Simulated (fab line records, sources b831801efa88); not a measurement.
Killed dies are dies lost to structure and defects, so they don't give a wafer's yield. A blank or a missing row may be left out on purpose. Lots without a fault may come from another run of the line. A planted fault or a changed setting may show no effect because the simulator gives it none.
Chamber matching | flow sky130 | SKY_VIA1_CMP_02 on cmp-02: 4 sister chambers
The step polishes SiO2. 8 wafers are shown with their chamber, then 7 later ones without.

WAFERS WITH THEIR CHAMBER
wafer  | chamber | motor_current_A (A) | slurry_filter_dp_kPa (kPa)
L878.3 | 1       | 13.2                | 13.43
L880.5 | 3       | 13.1                | 13.39
L882.3 | 0       | 10.9                | 13.48
L885.2 | 1       | 13.0                | 13.44
L885.3 | 2       | 11.4                | 13.65
L885.4 | 3       | 12.6                | 13.57
L886.2 | 0       | 11.1                | 13.67
L886.4 | 2       | 11.4                | 13.49

WAFERS WITHOUT THEIR CHAMBER
wafer  | motor_current_A (A) | slurry_filter_dp_kPa (kPa)
L886.6 | 12.4                | 13.43
L892.1 | 11.7                | 13.32
L892.3 | 12.4                | 13.44
L892.5 | 13.0                | 13.52
L899.3 | 12.7                | 13.52
L899.4 | 11.2                | 13.42
L899.6 | 12.4                | 13.44

WHICH CHAMBER EACH WENT THROUGH
wafer  | from the rows above     | in truth
L886.6 | can't be placed: 3 or 1 | 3
L892.1 | can't be placed: 2 or 0 | 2
L892.3 | can't be placed: 3 or 1 | 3
L892.5 | can't be placed: 3 or 1 | 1
L899.3 | can't be placed: 3 or 1 | 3
L899.4 | can't be placed: 2 or 0 | 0
L899.6 | can't be placed: 3 or 1 | 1
Placed correctly: 0 of 7. Can't be placed from these rows: 7 (the true chamber is among the candidates in 7). Placed wrongly: 0.
How it was worked out, from the rows above alone: a wafer's distance from a chamber is the root of the sum, over the readings, of the square of ((its reading less the chamber's mean) divided by the reading's scatter). The wafer belongs to the nearest chamber; if the next one is less than 2 further off, it can't be placed. A chamber's mean is the mean of its shown wafers. The scatter: the root of (the sum of the squares of (reading less its chamber's mean) over the shown wafers, divided by (wafers less chambers)).
